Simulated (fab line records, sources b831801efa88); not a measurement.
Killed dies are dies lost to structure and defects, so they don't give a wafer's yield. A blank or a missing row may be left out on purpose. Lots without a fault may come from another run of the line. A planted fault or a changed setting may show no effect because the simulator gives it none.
Problem report in the 8D (eight disciplines) form, filled by code | flow sfq_line | the parts of the form that need people (team, actions taken, sign-off) are left out

1. THE PROBLEM
oes_product_au at SFQ_TRILAYER_M6_BARC_OPEN_METAL_ETCH_206 reads a mean of 0.753 a.u. on 5 wafers of 3 lots; wafers without a fault read 0.680 a.u. with a standard deviation of 0.005. That is +15 standard deviations from the usual mean.
The step: etches BARC in O2, target depth 125 nm, time 41.7 s.
First seen on wafer L471.1, day 79 17:04, on rie_metal-02. The record holds 21 wafers of 7 lots with a number at this step. Rule for "out", or "out of limits": more than 4 standard deviations from the usual mean. The other wafers with a number count as sound.

2. WHAT IT IS AND WHAT IT IS NOT
question                    | is                                     | is not
which readings at this step | oes_product_au, run_length_s           | drypump_motor_current_A, he_backside_leak_sccm
which lots                  | L471, L473, L474                       | L462, L466, L475, L476
which wafers of those lots  | L471.1, L471.4, L473.3, L473.5, L474.1 | L471.2, L473.6, L474.2, L474.6
read on which tools         | rie_metal-02                           | rie_metal-01
when                        | from day 79 17:04                      | up to then (7 sound wafers); but 9 sound wafers of L473, L474, L475, L476 came after

3. SUSPECTS, AND WHAT RULES EACH OUT
Counting: a tool at a process step up to the reading stays a suspect if it ran every lot that is out. Sound lots after the first of them don't rule it out here, since some wafers of a struck lot are sound.
- rie_metal-02 at SFQ_TRILAYER_M6_BARC_OPEN_METAL_ETCH_206 (etches BARC in O2, target depth 125 nm, time 41.7 s): kept. It ran every lot that is out, first L471 (day 79 17:04); its last sound lot up to then is L462 (day 77 16:01). Its own readings are out on those wafers: oes_product_au, run_length_s.
- Within rie_metal-02 at SFQ_TRILAYER_M6_BARC_OPEN_METAL_ETCH_206: the wafers that are out ran in chamber 1; their sound lot-mates ran in chamber 0.
Left after counting: rie_metal-02 at SFQ_TRILAYER_M6_BARC_OPEN_METAL_ETCH_206.

4. THE CAUSE (what the simulator had put in)
Process parameter drift: rie_metal-02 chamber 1, from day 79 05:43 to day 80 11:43, at SFQ_TRILAYER_M6_BARC_OPEN_METAL_ETCH_206. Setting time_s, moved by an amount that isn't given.
Counting left only this tool.

5. THE CHAIN OF EFFECTS, in route order
Each row: a reading whose mean over the struck wafers that have a number lies more than 3 standard deviations from the usual. Only readings for which the record gives a usual standard deviation are gone through. hours: the time from each lot's start at the first step in this table that gives one to its start at this step, as a median over the lots. sigmas: the change in usual standard deviations.
hours | step                                     | reading        | usual      | on struck wafers | change | sigmas
0     | SFQ_TRILAYER_M6_BARC_OPEN_METAL_ETCH_206 | oes_product_au | 0.680 a.u. | 0.753            | +0.073 | +15
0     | SFQ_TRILAYER_M6_BARC_OPEN_METAL_ETCH_206 | run_length_s   | 70.2 s     | 64.3             | -5.9   | -7.6
The process steps in it:
- SFQ_TRILAYER_M6_BARC_OPEN_METAL_ETCH_206: etches BARC in O2, target depth 125 nm, time 41.7 s.
Readings that are blank on the struck wafers while sound wafers have them: bias_w at SFQ_TRILAYER_M6_BARC_OPEN_METAL_ETCH_206.

6. WHAT WOULD HAVE CAUGHT IT SOONER
In this record the first reading out of limits was taken at day 79 17:04, 11 hours after the fault began at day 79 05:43.
